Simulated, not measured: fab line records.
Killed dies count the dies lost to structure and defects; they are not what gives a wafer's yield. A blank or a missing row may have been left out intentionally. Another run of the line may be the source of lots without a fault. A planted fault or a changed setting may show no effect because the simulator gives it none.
Matching of chambers | flow sky130 | rie-diel-02 running SKY_VIA1_ETCH_15: 4 sister chambers
The step etches SiO2 in C4F8/O2/Ar, stops on TiN, target depth 351 nm, time 54 s. 27 wafers are shown with their chamber, then 12 later ones without.

## EACH WAFER AND ITS CHAMBER
wafer  | chamber | oes-product-au (a.u.)
L079.4 | 2       | 0.988
L079.5 | 2       | 0.990
L079.6 | 3       | 0.973
L083.1 | 0       | 0.986
L083.3 | 3       | 0.993
L083.5 | 3       | 0.978
L086.1 | 0       | 0.997
L086.3 | 2       | 0.980
L086.6 | 2       | 0.979
L085.1 | 1       | 0.990
L085.2 | 2       | 0.977
L085.4 | 3       | 0.987
L088.1 | 3       | 0.994
L088.2 | 1       | 0.994
L088.3 | 0       | 0.996
L088.4 | 2       | 0.974
L088.5 | 1       | 0.993
L088.6 | 0       | 0.993
L089.1 | 0       | 0.984
L089.2 | 2       | 0.990
L089.3 | 3       | 0.987
L089.4 | 1       | 0.998
L089.5 | 3       | 0.987
L089.6 | 2       | 0.985
L090.2 | 3       | 0.992
L090.3 | 0       | 0.983
L090.4 | 0       | 0.989

SIGNATURES (means of the wafers above)
reading        | chamber 0 | chamber 1 | chamber 2 | chamber 3 | scatter within a chamber
oes-product-au | 0.98971   | 0.99375   | 0.98287   | 0.98638   | 0.00619
Rule: for a wafer and a chamber, the distance is found by dividing, reading by reading, the gap between the wafer's reading and the chamber's mean by the reading's scatter, squaring, summing and taking the root. The wafer belongs to the nearest chamber; if the next one is less than 2 further off, it can't be placed. The scatter is the square root of a quotient: the sum, over the shown wafers, of each reading's squared deviation from its chamber's mean, divided by wafers minus chambers.

## WAFERS WITH NO CHAMBER GIVEN
wafer  | oes-product-au (a.u.)
L092.2 | 0.989
L092.4 | 0.984
L092.5 | 0.987
L094.1 | 0.983
L094.2 | 0.990
L094.3 | 1.002
L095.1 | 0.982
L095.5 | 0.981
L095.6 | 0.985
L096.1 | 0.983
L096.2 | 0.987
L096.6 | 0.986

## CHAMBER TAKEN BY EACH
wafer  | from the rows above               | in truth
L092.2 | can't be placed: 0 or 3 or 1 or 2 | 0
L092.4 | can't be placed: 2 or 3 or 0 or 1 | 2
L092.5 | can't be placed: 3 or 0 or 2 or 1 | 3
L094.1 | can't be placed: 2 or 3 or 0 or 1 | 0
L094.2 | can't be placed: 0 or 3 or 1 or 2 | 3
L094.3 | can't be placed: 1 or 0 or 3 or 2 | 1
L095.1 | can't be placed: 2 or 3 or 0 or 1 | 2
L095.5 | can't be placed: 2 or 3 or 0 or 1 | 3
L095.6 | can't be placed: 3 or 2 or 0 or 1 | 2
L096.1 | can't be placed: 2 or 3 or 0 or 1 | 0
L096.2 | can't be placed: 3 or 0 or 2 or 1 | 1
L096.6 | can't be placed: 3 or 2 or 0 or 1 | 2
0 of 12 placed correctly. Can't be placed from these rows: 12 (the true chamber is among the candidates in 12). Number placed wrongly: 0.
